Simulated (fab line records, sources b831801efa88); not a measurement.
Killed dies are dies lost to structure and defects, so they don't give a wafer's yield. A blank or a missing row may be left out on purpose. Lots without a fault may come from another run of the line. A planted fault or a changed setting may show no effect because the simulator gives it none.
fab line records | flow sky130
record lots=6 wafers=18 last_day=50
route steps=708 shown SONOS_ONO@176 GATE_OXIDE@187 POLY_GATE@204 PAD_OPEN@708
lots that met no fault: from a run of the same line without faults
start_h: hours from the record's first day to the start of the lot's first wafer shown | wait_h: hours since the lot's step before | " the same as in the row above | L1.1+2: a row that stands for several wafers | - no value, or no start given | * or withheld: withheld | < > ~ a bound
route shown NAME@n: a module of which the file shows steps, and the number in the route of the first | usual: mean/standard deviation of fault-free wafers | same: alike in all rows | chamber/n: place in a boat | sites: the reading at each site | _std_site: their standard deviation | _edge_site: outer sites' mean less inner sites' | radius_mm: how far each site lies from the wafer's centre | mask NAME#n: copy n | behind: the tool/chamber that last shaped the wafer | hold: why the lot was held/for how many hours/how that ended | device: the transistor (n, p or np) that didn't switch | end of line: the same wafers' tests at the end of the route | a step without rows: its recipe alone | killed: dies lost to structure and defects at the first sort, not the wafer's yield | map: a wafer's dies, x killed, . not, _ none there
set.NAME: the setting as run; set.NAME@STEP: as run at that earlier step | model.NAME: the simulator's own value behind a step, which no gauge read
lots at some steps of the route; a table a step, a row a wafer
services: from which hour (start_h, from the record's first day; less than 0 if before it) a tool's chamber was out of use, for how many hours, and why
## steps
# step SKY_SONOS_ONO_COAT_08
# recipe resist=NOVOLAK spin_rpm=3000 resist_thk_nm=1140
# step SKY_SONOS_ONO_SOFTBAKE_09
# recipe temp_c=91.18 time_s=60 resist=NOVOLAK
# step SKY_SONOS_ONO_EXPOSE_10
# recipe mask_id=ONOM target_cd_nm=410 na=0.6 source_shape=conventional sigma_outer=0.6 dose_mj=150
# step SKY_SONOS_ONO_PEB_11
# recipe temp_c=withheld time_s=* resist=NOVOLAK
# step SKY_SONOS_ONO_DEVELOP_12
# recipe develop_time_s=60 dev_temp_c=23
# step SKY_SONOS_ONO_CD_MEAS_13
# recipe target_cd_nm=410
# usual cd_nm=410.1/2.3
# columns lot.wafer tool chamber start_h wait_h cd_nm
L639.2 cd_sem-01 - 293.64 0.1 410.0
L639.4 " - " " 411.4
L639.6 " - " " 407.5
L647.2 cd_sem-02 - 368.68 0.1 407.6
L647.3 " - " " 407.4
L647.4 " - " " 407.4
L648.2 cd_sem-02 - 374.78 0.1 411.9
L648.3 " - " " 411.4
L648.4 " - " " 409.6
L655.2 cd_sem-01 - 423.88 0.1 410.1
L655.3 " - " " 411.7
L655.4 " - " " 410.2
L659.1 cd_sem-02 - 464.51 0.1 411.1
L659.4 " - " " 410.3
L659.6 " - " " 410.7
L660.2 cd_sem-02 - 474.08 0.1 411.0
L660.3 " - " " 413.2
L660.4 " - " " 412.6
# step SKY_SONOS_ONO_OVL_MEAS_14
# usual SONOS_ONO_OVL=0.9/1.4
# columns lot.wafer tool chamber start_h wait_h SONOS_ONO_OVL[nm]
L639.2 overlay-02 - 293.74 0.1 -1.5
L639.4 " - " " -0.2
L639.6 " - " " -0.9
L647.2 overlay-01 - 368.78 0.1 3.1
L647.3 " - " " -0.5
L647.4 " - " " -0.4
L648.2 overlay-02 - 374.88 0.1 -1.0
L648.3 " - " " -0.8
L648.4 " - " " 2.5
L655.2 overlay-01 - 423.98 0.1 1.1
L655.3 " - " " 2.0
L655.4 " - " " 1.6
L659.1 overlay-02 - 464.63 0.1 2.3
L659.4 " - " " 2.5
L659.6 " - " " 2.8
L660.2 overlay-02 - 474.19 0.1 2.2
L660.3 " - " " 1.2
L660.4 " - " " 0.1
# step SKY_SONOS_ONO_ETCH_15
# recipe target_depth_nm=19.52 chemistry=CHF3/O2 source_w=600 bias_w=200 pressure_mtorr=40 chf3_flow_sccm=50 O2_flow_sccm=5 time_s=7.8
# usual chamber_pressure_mTorr=40.00/0.035 drypump_motor_current_A=5.7/0.33 oes_product_au=1.003/0.015 throttle_valve_pct=8.825/0.011
# columns lot.wafer tool chamber start_h wait_h chamber_pressure_mTorr drypump_motor_current_A oes_product_au rf_hours_counter_h throttle_valve_pct
L639.2 rie_diel-03 2 293.77 0.0 39.96 5.4 1.010 119 8.822
L639.4 " 1 " " 39.97 5.0 0.991 99 8.823
L639.6 " 3 " " 40.04 5.5 1.009 - 8.833
L647.2 rie_diel-01 0 368.81 0.0 40.00 5.6 0.989 37 8.835
L647.3 " 3 " " 40.05 5.6 1.019 36 8.823
L647.4 " 2 " " 39.99 5.4 0.994 1 8.815
L648.2 rie_diel-04 1 374.91 0.0 40.00 5.6 0.987 104 8.800
L648.3 " 2 " " 39.97 5.5 0.999 114 8.803
L648.4 " 0 " " 39.88 6.4 0.995 9 8.817
L655.2 rie_diel-01 0 424.01 0.0 40.02 5.5 0.993 39 8.818
L655.3 " 2 " " 40.03 5.4 1.019 3 8.832
L655.4 " 3 " " 39.95 5.6 1.013 37 8.820
L659.1 rie_diel-01 0 464.66 0.0 39.97 5.5 0.989 39 8.807
L659.4 " 3 " " 40.02 5.6 1.029 38 8.834
L659.6 " 2 " " 40.06 5.4 1.018 - 8.826
L660.2 rie_diel-03 3 474.22 0.0 40.02 5.5 1.013 81 8.816
L660.3 " 0 " " 40.05 6.0 0.994 2 8.818
L660.4 " 2 " " 40.06 5.4 1.005 - 8.826
# step SKY_SONOS_ONO_WET_ETCH_16
# recipe chemistry=dHF target_depth_nm=14 dry=n2_spin target=SiO2 dilution=100:1 temp_c=25 time_s=280
# step SKY_SONOS_ONO_STRIP_17
# recipe chemistry=O2/N2 power_w=1400 pressure_mtorr=1500 platen_temp_c=withheld o2_flow_sccm=3000 n2_flow_sccm=300 overash_fraction=0.5
# usual chamber_pressure_mTorr=1499.9/1.3 drypump_motor_current_A=5.7/0.61 oes_product_au=0.710/0.0047 strip_time_to_endpoint_s=14.05/0.041
# columns lot.wafer tool chamber start_h wait_h chamber_pressure_mTorr drypump_motor_current_A oes_product_au rf_hours_counter_h strip_time_to_endpoint_s
L639.2 plasma_asher-01 0 293.88 0.0 1501.1 5.4 0.704 49 14.01
L639.4 " 0 " " 1500.0 5.4 0.711 - 14.07
L639.6 " 1 " " 1499.9 5.0 0.711 - 13.99
L647.2 plasma_asher-03 0 368.92 0.0 1500.8 5.1 0.714 69 14.02
L647.3 " 0 " " 1499.2 5.1 0.703 - 14.05
L647.4 " 1 " " 1499.4 5.5 0.714 - 14.10
L648.2 plasma_asher-03 1 375.12 0.0 1503.6 5.5 0.713 69 14.16
L648.3 " 0 " " 1499.7 5.1 0.711 - 14.22
L648.4 " 1 " " 1498.0 5.5 0.707 - 14.18
L655.2 plasma_asher-01 1 424.12 0.0 1499.6 5.0 0.707 62 14.06
L655.3 " 1 " " 1499.4 5.0 0.701 - 14.05
L655.4 " 0 " " 1501.0 5.4 0.704 - 14.08
L659.1 plasma_asher-04 1 464.78 0.0 1497.8 6.1 0.705 33 14.04
L659.4 " 1 " " 1499.9 6.1 0.708 - 14.02
L659.6 " 1 " " 1499.2 6.1 0.711 - 14.02
L660.2 plasma_asher-03 1 474.33 0.0 1501.3 5.5 0.714 4 14.06
L660.3 " 1 " " 1500.9 5.5 0.717 - 14.07
L660.4 " 0 " " 1500.1 5.1 0.717 - 14.07
# step SKY_SONOS_ONO_WET_ETCH_18
# recipe chemistry=H3PO4 target_depth_nm=15 target=Si3N4 temp_c=160 time_s=172
# step SKY_GATE_OXIDE_CLEAN_00
# recipe chemistry=SC1/SC2 mix=1:4:20 temp_c=70 time_s=150 dry=n2_spin
# step SKY_GATE_OXIDE_OXIDATION_01
# recipe temp_c=900 ambient=O2 stabilise_s=600 purge_s=300 target_thk_a=102.68 ox_time_s=1473
# usual spike_tc_bottom_C=921.4/2.2 spike_tc_centre_C=899.6/1.6 spike_tc_lower_C=901.2/1.2 spike_tc_top_C=907.6/2.9 spike_tc_upper_C=902.2/1.5 tube_center_temp_C=900.01/0.09 tube_center_temp_C_max=902.3/0.36 zone_power_bottom_pct=29.3/1 zone_power_centre_pct=19.4/0.35 zone_power_lower_pct=18.5/1.7
# columns lot.wafer tool chamber start_h wait_h spike_tc_bottom_C spike_tc_centre_C spike_tc_lower_C spike_tc_top_C spike_tc_upper_C tube_center_temp_C tube_center_temp_C_max zone_power_bottom_pct zone_power_centre_pct zone_power_lower_pct model.SiO2_of_GATE_OXIDE_OXIDATION_01.thk_nm
L639.2 furnace-01 0 294.44 0.3 923.2 901.1 901.6 910.8 902.0 899.99 901.9 30.4 19.1 19.9 10.45
L639.4 " 0 " " 923.7 899.6 902.1 909.1 903.8 900.28 902.5 30.4 19.0 19.6 10.6
L639.6 " 0 " " 922.9 899.8 902.5 910.9 902.1 900.08 902.0 30.3 19.4 19.8 10.42
L647.2 furnace-02 0 369.34 0.2 933.5 913.8 915.3 919.8 916.6 915.11 917.5 28.8 20.6 17.0 12.29
L647.3 " 0 " " 934.0 911.7 915.4 919.3 916.9 915.32 918.0 29.8 20.6 17.0 12.23
L647.4 " 0 " " 932.8 913.5 914.8 919.0 915.4 915.13 917.8 29.3 20.8 17.1 12.21
L648.2 furnace-02 0 376.17 0.8 934.4 915.5 914.8 919.4 915.3 915.21 917.5 28.8 20.4 16.8 12.33
L648.3 " 0 " " 935.1 914.7 915.3 920.2 914.7 915.19 917.8 29.2 20.5 17.1 12.46
L648.4 " 0 " " 935.3 912.8 915.4 920.6 915.5 915.08 917.7 29.1 20.4 17.1 12.22
L655.2 furnace-01 0 424.65 0.3 923.0 901.5 902.4 909.2 904.7 900.08 902.8 29.9 19.2 19.7 10.21
L655.3 " 0 " " 921.2 900.5 901.9 909.3 903.3 900.01 902.0 30.1 19.0 19.8 10.02
L655.4 " 0 " " 923.0 900.7 901.1 909.8 902.5 900.09 902.3 30.2 19.2 19.7 9.894
L659.1 furnace-01 0 464.98 0.0 924.5 900.7 901.4 912.3 903.3 899.98 901.9 29.5 19.4 19.7 9.879
L659.4 " 0 " " 921.1 900.4 901.3 910.6 903.3 899.99 902.3 30.2 19.0 20.0 9.994
L659.6 " 0 " " 921.5 900.8 903.1 911.0 901.9 900.05 901.8 30.0 19.2 19.7 9.941
L660.2 furnace-02 0 474.53 0.0 919.1 898.1 900.7 904.3 900.5 899.94 902.3 28.2 20.0 16.0 10.19
L660.3 " 0 " " 919.5 900.1 900.7 904.6 900.4 900.12 903.2 28.4 20.1 16.3 10.37
L660.4 " 0 " " 918.3 898.0 899.9 903.7 901.2 900.02 902.1 28.0 19.4 16.4 10.28
# step SKY_GATE_OXIDE_THK_MEAS_02
# recipe reads=SiO2_of_GATE_OXIDE_OXIDATION_01
# usual GATE_OXIDE_OXIDATION_00_THK=10.26/0.21
# columns lot.wafer tool chamber start_h wait_h hold GATE_OXIDE_OXIDATION_00_THK[nm]
L639.2 film_metro-04 - 295.85 0.0 - 10.46
L639.4 " - " " - 10.55
L639.6 " - " " - 10.42
L647.2 film_metro-04 - 370.76 0.0 await_dispo/0.2h/release 12.29
L647.3 " - " " await_dispo/0.2h/release 12.19
L647.4 " - " " await_dispo/0.2h/release 12.17
L647.2 film_metro-04 - 370.98 0.2 - 12.23
L647.3 " - " " - 12.19
L647.4 " - " " - 12.24
L648.2 film_metro-02 - 377.58 0.0 await_dispo/0.2h/release 12.33
L648.3 " - " " await_dispo/0.2h/release 12.47
L648.4 " - " " await_dispo/0.2h/release 12.16
L648.2 film_metro-02 - 377.81 0.2 - 12.35
L648.3 " - " " - 12.46
L648.4 " - " " - 12.22
L655.2 film_metro-02 - 426.06 0.0 - 10.24
L655.3 " - " " - 10.07
L655.4 " - " " - 9.89
L659.1 film_metro-02 - 466.39 0.0 - 9.90
L659.4 " - " " - 10.03
L659.6 " - " " - 9.95
L660.2 film_metro-03 - 475.95 0.0 - 10.21
L660.3 " - " " - 10.38
L660.4 " - " " - 10.28
# step SKY_GATE_OXIDE_HMDS_04
# recipe prime_time_s=60 prime_temp_c=120
# step SKY_GATE_OXIDE_COAT_05
# recipe resist=NOVOLAK spin_rpm=3000 resist_thk_nm=1140
# step SKY_GATE_OXIDE_SOFTBAKE_06
# recipe temp_c=90 time_s=60 resist=NOVOLAK
# step SKY_GATE_OXIDE_EXPOSE_07
# recipe mask_id=LVOM na=0.6 source_shape=conventional sigma_outer=0.6 polarization=unpolarized target_cd_nm=600 dose_mj=170
# step SKY_GATE_OXIDE_PEB_08
# recipe temp_c=withheld time_s=* resist=NOVOLAK
# step SKY_GATE_OXIDE_DEVELOP_09
# recipe resist=NOVOLAK developer=TMAH develop_time_s=60 dev_temp_c=23
# step SKY_GATE_OXIDE_OVL_MEAS_10
# usual GATE_OXIDE_OVL=0.0/1.5
# columns lot.wafer tool chamber start_h wait_h GATE_OXIDE_OVL[nm]
L639.2 overlay-01 - 321.07 0.1 2.9
L639.4 " - " " 0.6
L639.6 " - " " 0.2
L647.2 overlay-02 - 400.67 0.1 -0.5
L647.3 " - " " 0.5
L647.4 " - " " -2.3
L648.2 overlay-01 - 406.78 0.1 0.9
L648.3 " - " " 1.5
L648.4 " - " " 2.9
L655.2 overlay-02 - 456.78 0.1 -2.1
L655.3 " - " " -0.6
L655.4 " - " " 0.3
L659.1 overlay-02 - 497.93 0.1 -0.8
L659.4 " - " " -1.1
L659.6 " - " " -0.6
L660.2 overlay-01 - 507.42 0.1 1.2
L660.3 " - " " 0.6
L660.4 " - " " 1.2
# step SKY_GATE_OXIDE_IMPLANT_11
# recipe species=B energy_kev=10 dose_cm2=2.551e+12 tilt_deg=withheld
# step SKY_GATE_OXIDE_WET_ETCH_12
# recipe chemistry=dHF target_depth_nm=16.8 dry=n2_spin target=SiO2 dilution=100:1 temp_c=25 time_s=336
# step SKY_GATE_OXIDE_STRIP_13
# recipe chemistry=O2/N2 power_w=1400 pressure_mtorr=1500 platen_temp_c=withheld o2_flow_sccm=3000 n2_flow_sccm=300 overash_fraction=0.5
# usual chamber_pressure_mTorr=1500.1/1.3 drypump_motor_current_A=5.9/0.61 oes_product_au=0.715/0.0044 strip_time_to_endpoint_s=14.20/0.042
# columns lot.wafer tool chamber start_h wait_h chamber_pressure_mTorr drypump_motor_current_A oes_product_au rf_hours_counter_h strip_time_to_endpoint_s
L639.2 plasma_asher-03 0 321.35 0.0 1498.5 5.1 0.716 64 14.14
L639.4 " 1 " " 1498.0 5.5 0.716 - 14.18
L639.6 " 1 " " 1499.2 5.5 0.716 - 14.17
L647.2 plasma_asher-03 1 400.95 0.0 1500.7 5.5 0.717 72 14.21
L647.3 " 0 " " 1500.8 5.0 0.717 - 14.18
L647.4 " 1 " " 1498.6 5.5 0.713 - 14.21
L648.2 plasma_asher-03 0 407.06 0.0 1501.1 5.1 0.720 73 14.24
L648.3 " 0 " " 1501.5 5.1 0.717 - 14.23
L648.4 " 1 " " 1499.7 5.5 0.723 - 14.24
L655.2 plasma_asher-04 0 457.06 0.0 1500.9 6.7 0.716 32 14.25
L655.3 " 1 " " 1501.2 6.1 0.708 - 14.24
L655.4 " 0 " " 1501.5 6.6 0.715 - 14.24
L659.1 plasma_asher-03 0 498.21 0.0 1499.4 5.0 0.712 6 14.24
L659.4 " 0 " " 1500.6 5.1 0.709 - 14.20
L659.6 " 1 " " 1501.1 5.5 0.714 - 14.21
L660.2 plasma_asher-02 0 507.70 0.0 1499.2 5.5 0.708 80 14.23
L660.3 " 0 " " 1500.4 5.5 0.714 - 14.21
L660.4 " 1 " " 1503.5 6.7 0.717 - 14.22
# step SKY_GATE_OXIDE_TW_MEAS_14
# usual GATE_OXIDE_TW=219.9/1.8
# columns lot.wafer tool chamber start_h wait_h hold GATE_OXIDE_TW
L639.2 film_metro-02 - 321.46 0.1 - 220.3
L639.4 " - " " - 220.5
L639.6 " - " " - 221.0
L647.2 film_metro-03 - 401.06 0.1 await_dispo/0.2h/release 218.1
L647.3 " - " " await_dispo/0.2h/release 219.0
L647.4 " - " " await_dispo/0.2h/release 218.3
L647.2 film_metro-03 - 401.29 0.2 - 218.6
L647.3 " - " " - 219.1
L647.4 " - " " - 219.2
L648.2 film_metro-04 - 407.17 0.1 await_dispo/0.2h/release 222.9
L648.3 " - " " await_dispo/0.2h/release 222.9
L648.4 " - " " await_dispo/0.2h/release 224.2
L648.2 film_metro-04 - 407.40 0.2 - 223.4
L648.3 " - " " - 223.2
L648.4 " - " " - 223.4
L655.2 film_metro-02 - 457.17 0.1 - 220.5
L655.3 " - " " - 220.1
L655.4 " - " " - 220.0
L659.1 film_metro-02 - 498.31 0.1 - 220.5
L659.4 " - " " - 219.8
L659.6 " - " " - 221.0
L660.2 film_metro-03 - 507.81 0.1 - 216.3
L660.3 " - " " - 217.3
L660.4 " - " " - 217.5
# step SKY_GATE_OXIDE_OXIDATION_16
# recipe temp_c=800 ambient=O2 idle_temp_c=700 ramp_up_c_per_min=10 ramp_down_c_per_min=3 stabilise_s=600 purge_s=300 target_thk_a=35.7 ox_time_s=1915
# usual ramp_up_c_per_min=10.000/0.0017 spike_tc_bottom_C=821.3/2.2 spike_tc_centre_C=798.9/1.4 spike_tc_lower_C=800.8/1.2 spike_tc_top_C=808.2/2.9 spike_tc_upper_C=801.4/1.5 tube_center_temp_C=800/0.074 tube_center_temp_C_max=802.0/0.3 zone_power_bottom_pct=22.5/0.79 zone_power_centre_pct=15.37/0.29 zone_power_lower_pct=13.7/1.3
# columns lot.wafer tool chamber start_h wait_h ramp_up_c_per_min spike_tc_bottom_C spike_tc_centre_C spike_tc_lower_C spike_tc_top_C spike_tc_upper_C tube_center_temp_C tube_center_temp_C_max zone_power_bottom_pct zone_power_centre_pct zone_power_lower_pct model.SiO2_of_GATE_OXIDE_OXIDATION_01.thk_nm
L639.2 furnace-02 0 321.77 0.2 10.003 819.1 799.4 799.4 804.3 801.2 799.98 801.6 21.7 15.81 12.6 11.75
L639.4 " 0 " " 10.003 820.9 799.5 799.2 806.8 801.2 800.04 802.6 22.2 15.39 12.7 11.9
L639.6 " 0 " " 9.9992 821.5 800.0 799.0 806.5 800.5 800.08 802.0 21.9 15.45 12.8 11.73
L647.2 furnace-02 0 403.54 0.0 10.002 819.1 798.7 801.2 807.0 798.8 799.9 802.1 21.6 15.66 12.8 13.5
L647.3 " 0 " " 10.001 821.4 799.3 798.6 806.3 799.9 799.92 802.3 21.5 15.60 12.6 13.48
L647.4 " 0 " " 9.9996 820.2 797.3 802.8 805.4 801.0 800 802.2 21.3 15.44 12.6 13.42
L648.2 furnace-01 0 409.08 0.8 9.9987 824.4 800.8 800.8 811.3 803.0 799.96 801.5 23.4 14.73 15.4 13.56
L648.3 " 0 " " 9.9997 822.9 801.0 802.6 811.8 802.3 800.06 801.9 23.0 14.97 15.5 13.68
L648.4 " 0 " " 10.000 823.5 799.9 801.6 812.1 802.6 800.01 802.1 23.3 14.99 15.4 13.45
L655.2 furnace-02 0 457.27 0.0 9.9994 819.9 798.0 801.6 804.8 799.4 800 801.7 21.5 15.67 12.6 11.54
L655.3 " 0 " " 9.9982 818.4 797.9 800.6 806.4 799.7 800.04 802.0 21.8 15.71 12.7 11.38
L655.4 " 0 " " 10.001 819.0 799.3 798.4 806.3 800.5 800.01 802.1 21.8 15.38 12.9 11.28
L659.1 furnace-01 0 498.43 0.0 9.9989 821.5 801.3 802.4 811.6 803.5 800.03 801.9 23.6 14.86 15.4 11.23
L659.4 " 0 " " 10.001 824.2 801.4 802.0 811.9 803.2 799.97 802.0 23.7 15.06 15.5 11.34
L659.6 " 0 " " 10.002 823.1 800.3 802.1 812.1 804.3 799.97 801.8 23.3 14.86 15.1 11.34
L660.2 furnace-01 0 508.70 0.8 9.9985 825.3 800.7 801.5 811.7 801.0 800.01 802.0 23.7 14.96 15.5 11.57
L660.3 " 0 " " 9.9991 823.6 801.0 801.6 810.7 801.4 800.04 802.8 23.5 14.99 15.1 11.72
L660.4 " 0 " " 9.9972 823.1 798.3 802.2 812.1 804.4 800.02 802.1 23.9 14.81 15.2 11.65
# step SKY_POLY_GATE_CVD_00
# recipe material=poly-Si target_thk_nm=180 temp_c=620 time_s=720 pressure_mtorr=200
# step SKY_PAD_OPEN_PROBE_99
# usual killed_at_M0_to_M3=44/7.9 killed_at_M4_up=3.1/2 killed_at_contacts=23/4.9 killed_at_front_end=15/3.9 killed_at_other=0.2/0.49 killed_dies=86/10 killed_open=47/7.1 killed_short=39/7.1
# same gross_dies=492 killed_at_back_side=0
# columns lot.wafer tool chamber start_h wait_h killed_at_M0_to_M3 killed_at_M4_up killed_at_contacts killed_at_front_end killed_at_other killed_dies killed_open killed_short model.etest.nfet_16v.r_on_ohm_um model.etest.tip_sonos.rs_ohm_sq model.etest.pfet_g5v0d10v5.r_on_ohm_um model.etest.nfet_g5v0d10v5.r_on_ohm_um model.etest.nfet_g5v0d10v5.drive_ua_um model.etest.nfet_05v0_nvt.drive_ua_um model.etest.pfet_g5v0d10v5.drive_ua_um model.etest.nfet_16v.drive_ua_um
L647.2 prober-02 - 1142.66 0.1 53 2 22 21 0 98 53 45 1.518e+04 3135 5232 2045 521.8 501.2 298.1 189.1
L647.3 prober-02 - 1142.71 0.2 43 2 33 15 2 95 50 44 1.519e+04 3154 5284 2059 525 504.2 299.1 190.7
L647.4 prober-02 - 1142.76 0.2 34 4 25 17 0 80 38 42 1.518e+04 3077 5238 2050 532.4 506.9 298 189.9
L648.2 prober-01 - 1142.87 0.1 35 2 29 10 0 76 48 27 1.493e+04 3162 5226 2074 525.5 503 298.9 190
L648.3 prober-01 - 1142.92 0.2 34 2 28 17 2 83 45 38 1.502e+04 3144 5265 2073 517.3 500.1 294.9 186.1
L648.4 prober-01 - 1142.97 0.2 38 5 13 22 1 79 40 37 1.492e+04 3107 5174 2044 530.3 507.6 305 190.7
L655.2 prober-01 - 1170.72 0.1 57 0 17 17 0 91 50 41 1.386e+04 2609 4725 1854 608.8 577.6 340.1 222.4
L655.3 prober-01 - 1170.77 0.2 48 9 27 10 0 94 51 43 1.377e+04 2568 4747 1871 611 582 341.4 226.2
L655.4 prober-01 - 1170.82 0.2 51 3 30 12 0 96 62 33 1.378e+04 2585 4762 1845 620.3 585.5 342.9 229.1
L660.2 prober-01 - 1199.57 0.1 40 0 22 13 0 75 46 28 1.391e+04 2588 4792 1894 605.3 574.7 341.6 226
L660.3 prober-01 - 1199.62 0.2 38 3 18 11 0 70 43 27 1.392e+04 2671 4822 1902 607.3 577.7 333.1 225
L660.4 prober-01 - 1199.67 0.2 40 1 17 14 0 72 39 33 1.387e+04 2612 4765 1892 599.8 575.9 343.2 226.4
# killed by level:class
L647.2 VIA1:geometric_particle:open=10 VIA3:geometric_particle:open=8 LI_CONTACT:geometric_particle:open=7 METAL1:geometric_particle:short=7 VIA1:geometric_particle:short=7 METAL2:geometric_particle:short=7 FIELD_ISO:geometric_particle:open=6 VIA2:geometric_particle:open=6
L647.3 VIA1:geometric_particle:open=13 CONTACT:geometric_particle:open=12 CONTACT:geometric_particle:short=8 METAL2:geometric_particle:short=8 LI_CONTACT:geometric_particle:open=5 VIA3:geometric_particle:open=5 METAL1:geometric_particle:short=5 FIELD_ISO:geometric_particle:short=4
L647.4 CONTACT:geometric_particle:open=9 LI_CONTACT:geometric_particle:open=7 FIELD_ISO:geometric_particle:short=6 LI_CONTACT:geometric_particle:short=5 METAL2:geometric_particle:short=5 VIA2:geometric_particle:open=5 METAL1:geometric_particle:short=4 VIA3:geometric_particle:short=4
L648.2 CONTACT:geometric_particle:open=14 VIA2:geometric_particle:open=9 VIA1:geometric_particle:open=8 VIA3:geometric_particle:open=6 FIELD_ISO:geometric_particle:open=5 LI_CONTACT:geometric_particle:open=5 CONTACT:geometric_particle:short=5 LOCAL_INTERCONNECT:geometric_particle:short=3
L648.3 VIA1:geometric_particle:open=10 LI_CONTACT:geometric_particle:open=7 CONTACT:geometric_particle:open=7 LI_CONTACT:geometric_particle:short=6 FIELD_ISO:geometric_particle:open=5 LOCAL_INTERCONNECT:geometric_particle:short=5 VIA2:geometric_particle:short=5 VIA2:geometric_particle:open=4
L648.4 VIA1:geometric_particle:open=9 FIELD_ISO:geometric_particle:open=7 FIELD_ISO:geometric_particle:short=6 VIA2:geometric_particle:open=6 LI_CONTACT:geometric_particle:open=5 METAL1:geometric_particle:short=5 METAL4:geometric_particle:short=5 CONTACT:geometric_particle:open=4
L655.2 VIA1:geometric_particle:open=13 CONTACT:geometric_particle:open=8 FIELD_ISO:geometric_particle:short=6 METAL1:geometric_particle:short=6 VIA2:geometric_particle:open=5 VIA1:geometric_particle:short=5 VIA3:geometric_particle:open=5 METAL3:geometric_particle:short=5
L655.3 VIA1:geometric_particle:open=11 LI_CONTACT:geometric_particle:open=9 METAL4:geometric_particle:short=7 VIA2:geometric_particle:open=7 VIA3:geometric_particle:open=6 CONTACT:geometric_particle:open=6 METAL1:geometric_particle:short=6 METAL2:geometric_particle:short=5
L655.4 CONTACT:geometric_particle:open=16 VIA3:geometric_particle:open=11 VIA1:geometric_particle:open=9 LI_CONTACT:geometric_particle:open=8 VIA1:geometric_particle:short=8 METAL2:geometric_particle:short=5 CONTACT:geometric_particle:short=5 VIA2:geometric_particle:open=4
L660.2 VIA1:geometric_particle:open=14 CONTACT:geometric_particle:open=7 LOCAL_INTERCONNECT:geometric_particle:short=6 LI_CONTACT:geometric_particle:open=5 VIA3:geometric_particle:open=5 FIELD_ISO:geometric_particle:open=4 VIA2:geometric_particle:open=4 POLY_GATE:geometric_particle:short=3
L660.3 VIA1:geometric_particle:open=9 CONTACT:geometric_particle:open=7 METAL1:geometric_particle:short=6 METAL1:geometric_particle:open=6 VIA1:geometric_particle:short=5 LI_CONTACT:geometric_particle:open=4 VIA2:geometric_particle:open=4 FIELD_ISO:geometric_particle:open=3
L660.4 VIA1:geometric_particle:open=10 LI_CONTACT:geometric_particle:open=7 METAL1:geometric_particle:short=5 VIA3:geometric_particle:open=5 VIA2:geometric_particle:open=5 FIELD_ISO:geometric_particle:open=4 POLY_GATE:geometric_particle:short=4 VIA2:geometric_particle:short=4
## services
# columns tool chamber start_h hours kind
plasma_asher-03 - 284.00 3.3 repair
furnace-02 - 296.09 4.8 repair
rie_diel-04 3 302.47 6.1 repair
plasma_asher-04 - 306.27 1.4 repair
furnace-01 - 311.67 11.1 pm
furnace-01 - 322.81 4.2 pm
furnace-02 - 327.49 3.4 pm
plasma_asher-01 - 327.62 1.0 repair
furnace-02 - 332.23 3.7 pm
plasma_asher-03 - 334.06 2.8 pm
rie_diel-03 1 335.94 13.1 repair
rie_diel-01 3 376.95 15.5 repair
plasma_asher-04 - 406.08 2.8 pm
rie_diel-03 2 416.02 10.8 repair
plasma_asher-03 - 421.25 9.0 pm
plasma_asher-04 - 430.45 1.0 repair
rie_diel-01 2 440.05 2.8 repair
rie_diel-01 - 457.21 0.9 repair
rie_diel-03 1 458.29 2.5 repair
rie_diel-03 - 467.92 2.8 pm
rie_diel-01 1 469.77 4.8 repair
furnace-01 - 480.95 2.9 pm
furnace-02 - 499.32 3.5 pm
furnace-01 - 503.97 4.7 pm
## key
first_sign step=SKY_GATE_OXIDE_OXIDATION_01 reading=tube_center_temp_C direction=up sigmas=99+ usual=* struck=*
effect step=SKY_GATE_OXIDE_OXIDATION_01 reading=tube_center_temp_C_max direction=up sigmas=43 usual=* struck=*
effect step=SKY_GATE_OXIDE_THK_MEAS_02 reading=visit direction=added
effect step=SKY_GATE_OXIDE_THK_MEAS_02 reading=GATE_OXIDE_OXIDATION_00_THK direction=up sigmas=9.4 usual=10.26 struck=12.27
effect step=SKY_GATE_OXIDE_TW_MEAS_14 reading=visit direction=added
model_effect step=SKY_GATE_OXIDE_OXIDATION_01 value=SiO2_of_GATE_OXIDE_OXIDATION_01.thk_nm without=10.48 struck=12.29
model_effect step=SKY_GATE_OXIDE_OXIDATION_16 value=SiO2_of_GATE_OXIDE_OXIDATION_01.thk_nm without=11.83 struck=13.51
model_effect step=SKY_PAD_OPEN_PROBE_99 value=etest.nfet_16v.r_on_ohm_um without=1.41e+04 struck=1.507e+04
met_at SKY_GATE_OXIDE_OXIDATION_01
struck_wafers L647.2,L647.3,L647.4,L648.2,L648.3,L648.4
tester_left_out L647,L648
fault kind=process_parameter_drift tool=furnace-02 chamber=- onset_h=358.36 steps=SKY_GATE_OXIDE_OXIDATION_01 channel=temp_c offset=* shape=step end_h=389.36 acts_in=* stated=*
# tester_left_out: of these lots the tester's yield and bins aren't shown, on N5 and GAA mostly nor the transistor test; their killed dies are dies lost to structure and defects alone, not to doping, threshold or leakage, so they don't give the yield
